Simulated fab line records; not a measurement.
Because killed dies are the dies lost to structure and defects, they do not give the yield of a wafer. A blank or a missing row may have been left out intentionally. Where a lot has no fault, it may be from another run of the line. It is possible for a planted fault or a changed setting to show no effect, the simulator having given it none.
Matching of chambers ; flow gf180mcu ; GF_V3_CMP_04 on cmp-02 has 4 sister chambers
The step polishes SiO2. 16 wafers are shown with their chamber, then 8 later ones without.

== WAFERS PAIRED WITH THEIR CHAMBERS ==
wafer;chamber;timeToEndpointS (s);edgeZonePressureFrac;headPressurePsi (psi)
L526.4;3;85;1.001;4.008
L526.5;0;89;0.997;3.984
L526.6;3;81;1.004;4.023
L527.3;1;79;0.999;4.011
L527.4;2;81;1.003;4.000
L527.5;0;89;1.000;3.998
L528.2;1;72;1.001;4.009
L528.4;3;78;1.008;4.007
L528.5;2;78;1.007;4.004
L540.1;3;79;1.008;3.998
L540.2;0;84;0.998;4.004
L540.3;1;80;1.002;3.982
L543.1;1;73;1.005;4.006
L543.2;2;79;1.006;3.984
L543.4;0;87;1.000;3.993
L547.2;3;72;1.004;4.011

SIGNATURES (means of the wafers above)
reading;chamber 0;chamber 1;chamber 2;chamber 3;scatter within a chamber
timeToEndpointS;87.25;76.00;79.33;79.00;3.67
edgeZonePressureFrac;0.99875;1.00175;1.00533;1.00500;0.00242
headPressurePsi;3.99475;4.00200;3.99600;4.00940;0.0104
Rule: for a wafer and a chamber, the distance is found by dividing, reading by reading, the gap between the wafer's reading and the chamber's mean by the reading's scatter, squaring, summing and taking the root. The wafer belongs to the nearest chamber; if the next one is less than 2 further off, it can't be placed. How the scatter is found: for the shown wafers, subtract from each reading the mean of its chamber, square and add these, divide the total by (wafers less chambers), then take the root.

== WAFERS WITH NO CHAMBER GIVEN ==
wafer;timeToEndpointS (s);edgeZonePressureFrac;headPressurePsi (psi)
L547.4;87;0.999;3.998
L547.5;80;0.999;3.972
L548.3;82;1.001;3.994
L548.4;82;0.997;3.995
L548.6;83;0.996;3.997
L549.1;79;0.997;3.983
L549.3;77;1.000;4.000
L549.4;78;0.999;4.001

== CHAMBER TAKEN BY EACH ==
wafer;from the rows above;in truth
L547.4;0;0
L547.5;can't be placed: 0 or 1 or 2 or 3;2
L548.3;can't be placed: 0 or 1 or 2 or 3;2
L548.4;can't be placed: 0 or 1 or 2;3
L548.6;can't be placed: 0 or 1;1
L549.1;can't be placed: 0 or 1 or 2 or 3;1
L549.3;can't be placed: 1 or 3 or 2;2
L549.4;can't be placed: 1 or 0 or 3 or 2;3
1 of 8 placed correctly. Cannot be placed on the basis of these rows: 7; the candidates contain the true chamber in 6. Placed wrongly: 0.
